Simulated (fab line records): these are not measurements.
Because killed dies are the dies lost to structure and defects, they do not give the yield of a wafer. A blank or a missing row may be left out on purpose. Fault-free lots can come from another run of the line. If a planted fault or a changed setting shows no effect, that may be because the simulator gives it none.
Problem report, 8D (eight disciplines) form, completed by code + flow gf180mcu + the parts of the form that need people (team, actions taken, sign-off) are left out

== 1. THE PROBLEM ==
Mean CONTACT_W_RS at GF_CONTACT_RS_MEAS_25: 0.413 ohm/sq over 2 wafers in 2 lots; fault-free wafers: 0.381 ohm/sq, standard deviation 0.0068. Measured from the usual mean, that is +4.7 standard deviations.
The step: measures by four-point-probe.
Earliest sighting: wafer L269.6 on filmMetro-02 at day 21 07:11. The record has a number at this step for 39 wafers belonging to 13 lots. By rule, "out" or "out of limits" means more than 4 standard deviations away from the usual mean. The rest of the wafers with a number are treated as sound.

== 2. WHAT IT IS; WHAT IT IS NOT ==
| question                    | is                         | is not                                                                                             |
|-----------------------------|----------------------------|----------------------------------------------------------------------------------------------------|
| which readings at this step | CONTACT_W_RS               | -                                                                                                  |
| which lots                  | L269, L272                 | L256, L257, L258, L260, L261, L262, L271, L274, L276, L277, L279                                   |
| which wafers of those lots  | L269.6, L272.6             | L269.1, L269.2, L272.1, L272.4                                                                     |
| read on which gauges        | filmMetro-02, filmMetro-03 | filmMetro-04                                                                                       |
| when                        | from day 21 07:11          | up to then (20 sound wafers); but 17 sound wafers of L271, L272, L274, L276, L277, L279 came after |

== 3. THE SUSPECTS, EACH WITH WHAT RULES IT OUT ==
Counting: if a tool at a process step up to the reading ran every lot that is out, it stays a suspect. Sound lots after the first of them don't rule it out here, since some wafers of a struck lot are sound.
- the gauge at GF_CONTACT_RS_MEAS_25 is ruled out. The wafers that are out were read on 2 gauges (filmMetro-02, filmMetro-03).
- rieDiel-04 at GF_CONTACT_ETCH_17 (etches SiO2 in C4F8/O2/Ar, stops on CoSi2, target depth 860 nm): kept. Every lot that is out went through it, the first being L269 (day 21 07:05); the last sound lot it ran before that was L256 (day 15 22:40). GF_CONTACT_ETCH_17: start missing for some lots; hours and lot order therefore follow GF_CONTACT_CVD_24.
- cvdW-02 at GF_CONTACT_CVD_24 (deposits W, target thk 300 nm, time 90.339 s): kept. Every lot that is out went through it, the first being L269 (day 21 07:05); the last sound lot it ran before that was L261 (day 17 22:47).
Left after counting: rieDiel-04 at GF_CONTACT_ETCH_17, cvdW-02 at GF_CONTACT_CVD_24.

== 4. THE CAUSE (what the simulator had put in) ==
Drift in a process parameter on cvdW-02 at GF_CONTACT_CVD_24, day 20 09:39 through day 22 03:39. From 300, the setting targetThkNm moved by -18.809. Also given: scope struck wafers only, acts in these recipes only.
After counting, 2 suspects remain, this tool included.

== 5. SEQUENCE OF EFFECTS, ordered by route ==
Each row: a reading whose mean over the struck wafers that have a number lies more than 3 standard deviations from the usual. Only readings whose record carries a usual standard deviation are examined. hours: median over the lots of the time between each lot's start at the first step of this table that gives one and its start at this step. sigmas: the change, counted in usual standard deviations.
| hours | step                   | reading       | usual        | on struck wafers | change | sigmas |
|-------|------------------------|---------------|--------------|------------------|--------|--------|
| 0     | GF_CONTACT_RS_MEAS_25  | CONTACT_W_RS  | 0.381 ohm/sq | 0.413            | +0.032 | +4.7   |
| 0     | GF_CONTACT_THK_MEAS_26 | CONTACT_W_THK | 306 nm       | 283              | -23    | -3.7   |

== 6. WHAT WOULD HAVE CAUGHT IT SOONER ==
The first out-of-limits reading at a measuring or inspecting step in this record came at day 21 07:11, 22 hours after the fault's start at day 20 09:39.
No tool reading at GF_CONTACT_CVD_24 that has a usual standard deviation in the record was out on any struck wafer, so an alarm limit of 4 standard deviations on those readings would not have fired.
Lots out: 2; of these, L272 started GF_CONTACT_CVD_24 on cvdW-02 after day 21 07:11. Holding the tool at that time would have saved it.
